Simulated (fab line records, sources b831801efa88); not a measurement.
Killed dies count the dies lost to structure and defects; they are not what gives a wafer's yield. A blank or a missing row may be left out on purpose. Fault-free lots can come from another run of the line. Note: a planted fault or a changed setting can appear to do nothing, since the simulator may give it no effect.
fab line records ; flow sky130
[record] lots = 6; wafers = 18; lastDay = 50
route steps=708 shown GATE_OXIDE@194 POLY_GATE@204 RES_PROTECT@206 PAD_OPEN@708
lots untouched by any fault: they come from a run of this same line in which no faults occurred
startH: start of the lot's first displayed wafer, in hours after the record's first day ; waitH: time in hours since the lot's previous step ; " the same as in the row above ; L1.1+2: a single row standing in for several wafers ; - either no value or no given start ; * or withheld: withheld ; < > ~ a bound
route shown NAME@n: names a module that has steps shown in the file, with the first one's number in the route ; usual: average and standard deviation across the fault-free wafers ; same: alike in all rows ; chamber/n: place in a boat ; sites: per-site readings ; _std_site: standard deviation across them ; _edge_site: the outer-site mean with the inner-site mean subtracted ; radiusMm: how far each site lies from the wafer's centre ; mask NAME#n: copy n ; behind: the tool/chamber that last shaped the wafer ; hold: why the lot went on hold/how many hours it stayed there/how the hold came to an end ; device: which transistor (n, p or np) failed to switch ; end of line: tests run on the same wafers once the route is complete ; a step with no rows: only its recipe ; killed: dies that structure and defects cost at the first sort, which is not the same as the wafer's yield ; map: dies across one wafer; x = killed, . = not, _ = none there
set.NAME: the run value of the setting; set.NAME@STEP: its run value at that earlier step ; model.NAME: the simulator's own value behind a step, which no gauge read
lots seen at some steps along the route; tables by step, rows by wafer
services: a tool's chamber out of use, with start hour (startH, from the record's first day; less than 0 if before it), hours out, and reason
[[steps]]
[step SKY_GATE_OXIDE_EXPOSE_07]
[recipe] maskId = LVOM; na = 0.6; sourceShape = conventional; sigmaOuter = 0.6; polarization = unpolarized; targetCdNm = 600; doseMj = 170
[step SKY_GATE_OXIDE_PEB_08]
[recipe] tempC = withheld; timeS = *; resist = NOVOLAK
[step SKY_GATE_OXIDE_DEVELOP_09]
[recipe] resist = NOVOLAK; developer = TMAH; developTimeS = 60; devTempC = 23
[step SKY_GATE_OXIDE_OVL_MEAS_10]
[usual] GATE_OXIDE_OVL = 0.3/1.2
lot.wafer;tool;chamber;startH;waitH;GATE_OXIDE_OVL[nm]
L651.2;overlay-01;-;350.12;0.1;1.0
L651.4;overlay-01;-;350.12;0.1;2.0
L651.5;overlay-01;-;350.12;0.1;0.7
L653.3;overlay-02;-;374.97;0.1;0.4
L653.4;overlay-02;-;374.97;0.1;1.1
L653.6;overlay-02;-;374.97;0.1;0.3
L661.4;overlay-02;-;435.18;0.1;1.9
L661.5;overlay-02;-;435.18;0.1;-1.8
L661.6;overlay-02;-;435.18;0.1;0.3
L664.2;overlay-01;-;458.87;0.1;1.1
L664.3;overlay-01;-;458.87;0.1;0.4
L664.5;overlay-01;-;458.87;0.1;1.4
L667.2;overlay-01;-;487.47;0.1;1.3
L667.3;overlay-01;-;487.47;0.1;1.1
L667.6;overlay-01;-;487.47;0.1;0.6
L669.2;overlay-01;-;500.36;0.1;-0.3
L669.5;overlay-01;-;500.36;0.1;-0.4
L669.6;overlay-01;-;500.36;0.1;-1.0
[step SKY_GATE_OXIDE_IMPLANT_11]
[recipe] species = B; energyKev = 10.18; doseCm2 = 2.6e+12; tiltDeg = withheld
[step SKY_GATE_OXIDE_WET_ETCH_12]
[recipe] chemistry = dHF; targetDepthNm = 16.8; dry = n2Spin; target = SiO2; dilution = 100:1; tempC = 25; timeS = 336
[step SKY_GATE_OXIDE_STRIP_13]
[recipe] chemistry = O2/N2; powerW = 1400; pressureMtorr = 1500; platenTempC = withheld; o2FlowSccm = 3000; n2FlowSccm = 300; overashFraction = 0.5
[usual] drypumpMotorCurrentA = 5.5/0.52; oesProductAu = 0.715/0.0042; stripTimeToEndpointS = 14.17/0.042
lot.wafer;tool;chamber;startH;waitH;drypumpMotorCurrentA;oesProductAu;rfHoursCounterH;stripTimeToEndpointS
L651.2;plasmaAsher-03;0;350.40;0.0;5.7;0.709;23;14.18
L651.4;plasmaAsher-03;1;350.40;0.0;4.7;0.723;-;14.18
L651.5;plasmaAsher-03;0;350.40;0.0;5.7;0.710;-;14.18
L653.3;plasmaAsher-03;0;375.28;0.0;5.7;0.716;-;14.23
L653.4;plasmaAsher-03;1;375.28;0.0;4.6;0.713;-;14.23
L653.6;plasmaAsher-03;0;375.28;0.0;5.7;0.714;-;14.23
L661.4;plasmaAsher-01;0;435.48;0.0;5.0;0.717;-;14.13
L661.5;plasmaAsher-01;1;435.48;0.0;5.5;0.711;-;14.19
L661.6;plasmaAsher-01;0;435.48;0.0;4.9;0.713;-;14.22
L664.2;plasmaAsher-04;1;459.15;0.0;5.4;0.717;60;14.19
L664.3;plasmaAsher-04;0;459.15;0.0;6.3;0.710;-;14.16
L664.5;plasmaAsher-04;0;459.15;0.0;6.4;0.710;-;14.19
L667.2;plasmaAsher-04;0;487.75;0.0;6.3;0.711;63;14.18
L667.3;plasmaAsher-04;1;487.75;0.0;5.4;0.716;-;14.12
L667.6;plasmaAsher-04;1;487.75;0.0;5.4;0.711;-;14.13
L669.2;plasmaAsher-01;1;500.64;0.0;5.5;0.718;7;14.18
L669.5;plasmaAsher-01;0;500.64;0.0;4.9;0.716;-;14.17
L669.6;plasmaAsher-01;1;500.64;0.0;5.5;0.723;-;14.14
[step SKY_GATE_OXIDE_TW_MEAS_14]
[usual] GATE_OXIDE_TW = 226.5/2.9
lot.wafer;tool;chamber;startH;waitH;GATE_OXIDE_TW
L651.2;filmMetro-03;-;350.51;0.1;224.2
L651.4;filmMetro-03;-;350.51;0.1;223.1
L651.5;filmMetro-03;-;350.51;0.1;224.4
L653.3;filmMetro-01;-;375.37;0.1;224.9
L653.4;filmMetro-01;-;375.37;0.1;224.6
L653.6;filmMetro-01;-;375.37;0.1;224.3
L661.4;filmMetro-01;-;435.58;0.1;222.9
L661.5;filmMetro-01;-;435.58;0.1;223.2
L661.6;filmMetro-01;-;435.58;0.1;224.1
L664.2;filmMetro-03;-;459.26;0.1;224.2
L664.3;filmMetro-03;-;459.26;0.1;224.1
L664.5;filmMetro-03;-;459.26;0.1;225.1
L667.2;filmMetro-01;-;487.86;0.1;223.1
L667.3;filmMetro-01;-;487.86;0.1;224.3
L667.6;filmMetro-01;-;487.86;0.1;223.9
L669.2;filmMetro-03;-;500.75;0.1;224.9
L669.5;filmMetro-03;-;500.75;0.1;226.5
L669.6;filmMetro-03;-;500.75;0.1;226.7
[step SKY_GATE_OXIDE_CLEAN_15]
[recipe] chemistry = SC1/SC2; mix = 1:4:20; tempC = 70; timeS = 150; dry = n2Spin
[step SKY_GATE_OXIDE_OXIDATION_16]
[recipe] tempC = 800; ambient = O2; idleTempC = 700; rampUpCPerMin = 10; rampDownCPerMin = 3; stabiliseS = 600; purgeS = 300; targetThkA = 35.7; oxTimeS = 1915
[step SKY_POLY_GATE_CVD_00]
[recipe] material = poly-Si; targetThkNm = 180; tempC = 620; timeS = 720; pressureMtorr = 200
[step SKY_POLY_GATE_THK_MEAS_01]
[recipe] reads = poly-Si_of_POLY_GATE_CVD_00
[usual] POLY_GATE_CVD_00_THK = 179.8/1.5
lot.wafer;tool;chamber;startH;waitH;POLY_GATE_CVD_00_THK[nm]
L651.2;filmMetro-01;-;353.81;0.0;178.7
L651.4;filmMetro-01;-;353.81;0.0;180.4
L651.5;filmMetro-01;-;353.81;0.0;179.4
L653.3;filmMetro-01;-;379.38;0.0;180.2
L653.4;filmMetro-01;-;379.38;0.0;178.9
L653.6;filmMetro-01;-;379.38;0.0;180.8
L661.4;filmMetro-02;-;438.42;0.0;177.6
L661.5;filmMetro-02;-;438.42;0.0;178.1
L661.6;filmMetro-02;-;438.42;0.0;179.7
L664.2;filmMetro-02;-;463.35;0.0;180.4
L664.3;filmMetro-02;-;463.35;0.0;180.3
L664.5;filmMetro-02;-;463.35;0.0;181.4
L667.2;filmMetro-02;-;490.70;0.0;179.2
L667.3;filmMetro-02;-;490.70;0.0;178.6
L667.6;filmMetro-02;-;490.70;0.0;177.5
L669.2;filmMetro-01;-;503.59;0.0;183.2
L669.5;filmMetro-01;-;503.59;0.0;182.4
L669.6;filmMetro-01;-;503.59;0.0;181.5
[step SKY_RES_PROTECT_DEHYDRATE_00]
[recipe] tempC = 200; timeS = 60
[usual] heaterPowerTotalW = 160.37/0.12; plateTempC = 199.98/0.16
lot.wafer;tool;chamber;startH;waitH;heaterPowerTotalW;plateTempC
L651.2;lithoTrack-03;0;366.99;13.2;160.60;200.29
L651.4;lithoTrack-03;0;366.99;13.2;160.52;200.04
L651.5;lithoTrack-03;0;366.99;13.2;160.58;199.94
L653.3;lithoTrack-03;0;393.21;13.8;160.15;199.93
L653.4;lithoTrack-03;0;393.21;13.8;160.45;199.91
L653.6;lithoTrack-03;0;393.21;13.8;160.42;199.91
L661.4;lithoTrack-03;0;453.54;15.1;164.07;203.33
L661.5;lithoTrack-03;0;453.54;15.1;164.04;203.48
L661.6;lithoTrack-03;0;453.54;15.1;164.31;203.31
L664.2;lithoTrack-03;0;478.39;15.0;164.04;203.64
L664.3;lithoTrack-03;0;478.39;15.0;163.93;203.64
L664.5;lithoTrack-03;0;478.39;15.0;164.10;203.83
L667.2;lithoTrack-02;0;505.02;14.3;160.44;199.96
L667.3;lithoTrack-02;0;505.02;14.3;160.40;199.84
L667.6;lithoTrack-02;0;505.02;14.3;160.20;200.05
L669.2;lithoTrack-02;0;518.07;14.5;160.52;199.99
L669.5;lithoTrack-02;0;518.07;14.5;160.43;200.02
L669.6;lithoTrack-02;0;518.07;14.5;160.60;200.10
[step SKY_RES_PROTECT_HMDS_01]
[recipe] primeTimeS = 60; primeTempC = 120
[step SKY_PAD_OPEN_PROBE_99]
[usual] killed_at_M0_to_M3 = 43/6.9; killed_at_M4_up = 3.2/2; killedAtContacts = 25/5.1; killedAtFrontEnd = 15/4.5; killedAtOther = 0.2/0.51; killedDies = 85/9.5; killedOpen = 48/6.9; killedShort = 38/6.7
[same] grossDies = 492; killedAtBackSide = 0
lot.wafer;tool;chamber;startH;waitH;killed_at_M0_to_M3;killed_at_M4_up;killedAtContacts;killedAtFrontEnd;killedAtOther;killedDies;killedOpen;killedShort
L651.2;prober-01;-;1101.44;0.1;49;2;36;15;0;102;54;48
L651.4;prober-01;-;1101.54;0.2;45;3;30;11;0;89;48;41
L651.5;prober-01;-;1101.59;0.2;45;5;25;4;1;80;49;31
L653.3;prober-01;-;1123.11;0.2;47;2;27;18;0;94;59;35
L653.4;prober-01;-;1123.16;0.2;46;3;24;11;0;84;48;36
L653.6;prober-01;-;1123.26;0.2;53;1;15;19;0;88;49;39
L661.4;prober-01;-;1159.37;0.2;51;6;23;22;0;102;47;55
L661.5;prober-01;-;1159.42;0.2;53;5;17;9;0;84;40;44
L661.6;prober-01;-;1159.47;0.2;44;4;19;10;0;77;40;37
L664.2;prober-02;-;1173.47;0.1;32;2;16;17;0;67;32;35
L664.3;prober-02;-;1173.52;0.2;43;2;26;10;0;81;49;32
L664.5;prober-02;-;1173.62;0.2;34;3;31;8;0;76;55;21
L667.2;prober-01;-;1187.33;0.1;45;2;29;17;0;93;54;39
L667.3;prober-01;-;1187.38;0.2;35;3;26;20;0;84;51;33
L667.6;prober-01;-;1187.53;0.2;48;3;28;8;0;87;46;41
L669.2;prober-01;-;1194.63;0.1;43;4;24;9;1;81;53;28
L669.5;prober-01;-;1194.78;0.2;37;3;27;16;1;84;47;37
L669.6;prober-01;-;1194.83;0.2;46;2;26;22;0;96;48;48
// killed by level:class
L651.2 CONTACT:geometricParticle:open=11 LI_CONTACT:geometricParticle:open=10 VIA1:geometricParticle:open=8 VIA2:geometricParticle:open=8 CONTACT:geometricParticle:short=7 METAL1:geometricParticle:short=7 METAL3:geometricParticle:short=6 METAL2:geometricParticle:short=5
L651.4 VIA1:geometricParticle:open=8 VIA3:geometricParticle:open=8 LI_CONTACT:geometricParticle:open=8 LOCAL_INTERCONNECT:geometricParticle:short=7 CONTACT:geometricParticle:open=7 CONTACT:geometricParticle:short=5 VIA1:geometricParticle:short=5 VIA2:geometricParticle:open=5
L651.5 VIA1:geometricParticle:open=16 CONTACT:geometricParticle:open=10 VIA2:geometricParticle:open=7 LI_CONTACT:geometricParticle:open=5 VIA3:geometricParticle:open=5 LOCAL_INTERCONNECT:geometricParticle:short=4 CONTACT:geometricParticle:short=4 VIA1:geometricParticle:short=3
L653.3 VIA1:geometricParticle:open=13 LI_CONTACT:geometricParticle:open=9 CONTACT:geometricParticle:open=9 POLY_GATE:geometricParticle:open=6 VIA2:geometricParticle:open=6 FIELD_ISO:geometricParticle:open=5 VIA3:geometricParticle:open=5 LOCAL_INTERCONNECT:geometricParticle:short=4
L653.4 VIA1:geometricParticle:open=10 VIA3:geometricParticle:open=9 CONTACT:geometricParticle:open=8 LI_CONTACT:geometricParticle:open=8 CONTACT:geometricParticle:short=7 METAL1:geometricParticle:short=6 VIA2:geometricParticle:open=6 VIA1:geometricParticle:short=4
L653.6 VIA3:geometricParticle:open=12 CONTACT:geometricParticle:open=9 METAL2:geometricParticle:short=9 VIA1:geometricParticle:open=8 FIELD_ISO:geometricParticle:short=7 METAL1:geometricParticle:short=6 VIA2:geometricParticle:open=6 FIELD_ISO:geometricParticle:open=4
L661.4 METAL1:geometricParticle:short=10 POLY_GATE:geometricParticle:short=9 LI_CONTACT:geometricParticle:open=9 VIA1:geometricParticle:open=7 VIA2:geometricParticle:open=7 LOCAL_INTERCONNECT:geometricParticle:short=5 METAL2:geometricParticle:short=5 VIA1:geometricParticle:short=5
L661.5 VIA1:geometricParticle:open=8 VIA3:geometricParticle:open=7 METAL1:geometricParticle:short=7 CONTACT:geometricParticle:short=6 VIA1:geometricParticle:short=6 METAL2:geometricParticle:short=6 VIA2:geometricParticle:open=6 LI_CONTACT:geometricParticle:open=5
L661.6 METAL2:geometricParticle:short=9 VIA2:geometricParticle:open=8 LI_CONTACT:geometricParticle:open=7 VIA1:geometricParticle:open=7 FIELD_ISO:geometricParticle:open=6 CONTACT:geometricParticle:short=6 VIA3:geometricParticle:open=5 METAL1:geometricParticle:short=4
L664.2 VIA1:geometricParticle:open=10 FIELD_ISO:geometricParticle:short=6 CONTACT:geometricParticle:open=6 METAL2:geometricParticle:short=6 FIELD_ISO:geometricParticle:open=5 LI_CONTACT:geometricParticle:open=5 METAL1:geometricParticle:short=4 CONTACT:geometricParticle:short=3
L664.3 LI_CONTACT:geometricParticle:open=12 VIA1:geometricParticle:open=9 VIA3:geometricParticle:open=8 VIA3:geometricParticle:short=6 POLY_GATE:geometricParticle:open=5 CONTACT:geometricParticle:open=4 METAL2:geometricParticle:short=4 VIA2:geometricParticle:open=4
L664.5 CONTACT:geometricParticle:open=15 VIA1:geometricParticle:open=11 VIA2:geometricParticle:open=9 LI_CONTACT:geometricParticle:open=7 POLY_GATE:geometricParticle:open=3 METAL2:geometricParticle:short=3 LOCAL_INTERCONNECT:geometricParticle:short=3 CONTACT:geometricParticle:short=3
L667.2 LI_CONTACT:geometricParticle:open=10 VIA1:geometricParticle:open=9 VIA2:geometricParticle:open=8 METAL2:geometricParticle:short=7 VIA3:geometricParticle:open=7 CONTACT:geometricParticle:short=6 CONTACT:geometricParticle:open=6 POLY_GATE:geometricParticle:open=5
L667.3 CONTACT:geometricParticle:open=11 LI_CONTACT:geometricParticle:open=7 FIELD_ISO:geometricParticle:open=5 POLY_GATE:geometricParticle:short=5 METAL2:geometricParticle:open=5 VIA1:geometricParticle:open=5 VIA2:geometricParticle:short=5 VIA2:geometricParticle:open=5
L667.6 VIA3:geometricParticle:open=10 CONTACT:geometricParticle:open=9 VIA2:geometricParticle:open=9 METAL3:geometricParticle:short=7 CONTACT:geometricParticle:short=7 LI_CONTACT:geometricParticle:open=5 METAL1:geometricParticle:short=5 VIA1:geometricParticle:open=5
L669.2 CONTACT:geometricParticle:open=15 VIA1:geometricParticle:open=10 VIA3:geometricParticle:open=7 METAL1:geometricParticle:short=4 METAL1:geometricParticle:open=4 VIA1:geometricParticle:short=4 POLY_GATE:geometricParticle:open=3 LI_CONTACT:geometricParticle:open=3
L669.5 LI_CONTACT:geometricParticle:open=8 VIA1:geometricParticle:open=8 VIA3:geometricParticle:open=8 FIELD_ISO:geometricParticle:short=5 CONTACT:geometricParticle:open=5 LI_CONTACT:geometricParticle:short=5 FIELD_ISO:geometricParticle:open=4 METAL2:geometricParticle:short=4
L669.6 LI_CONTACT:geometricParticle:open=10 VIA2:geometricParticle:open=10 METAL1:geometricParticle:short=8 VIA1:geometricParticle:open=7 CONTACT:geometricParticle:short=7 METAL2:geometricParticle:short=7 FIELD_ISO:geometricParticle:short=6 FIELD_ISO:geometricParticle:open=5
[[services]]
tool;chamber;startH;hours;kind
plasmaAsher-04;-;348.73;13.9;repair
plasmaAsher-04;-;407.49;2.8;pm
plasmaAsher-01;-;421.25;9.0;pm
plasmaAsher-01;0;421.25;9.0;ventCycle
plasmaAsher-01;1;421.25;9.0;ventCycle
plasmaAsher-01;0;430.25;-;clean
plasmaAsher-01;1;430.25;-;clean
plasmaAsher-03;-;463.79;1.7;repair
plasmaAsher-03;-;471.92;1.0;repair
plasmaAsher-04;-;490.14;3.5;repair
plasmaAsher-03;-;496.46;1.6;repair
[[key]]
[firstSign] step = SKY_RES_PROTECT_DEHYDRATE_00; reading = heaterPowerTotalW; direction = up; sigmas = 30; usual = *; struck = *
[effect] step = SKY_RES_PROTECT_DEHYDRATE_00; reading = plateTempC; direction = up; sigmas = 22; usual = *; struck = *
metAt SKY_RES_PROTECT_DEHYDRATE_00
struckWafers L661.4,L661.5,L661.6,L664.2,L664.3,L664.5
testerLeftOut L661,L664
onsetBetween 393.21 453.54
[fault] kind = processParameterDrift; tool = lithoTrack-03; chamber = -; onsetH = 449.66; steps = SKY_RES_PROTECT_DEHYDRATE_00; channel = tempC; offset = *; shape = step; endH = 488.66; actsIn = *; stated = *
// testerLeftOut: of these lots the tester's yield and bins aren't shown, on N5 and GAA mostly nor the transistor test; their killed dies are dies lost to structure and defects alone, not to doping, threshold or leakage, so they don't give the yield
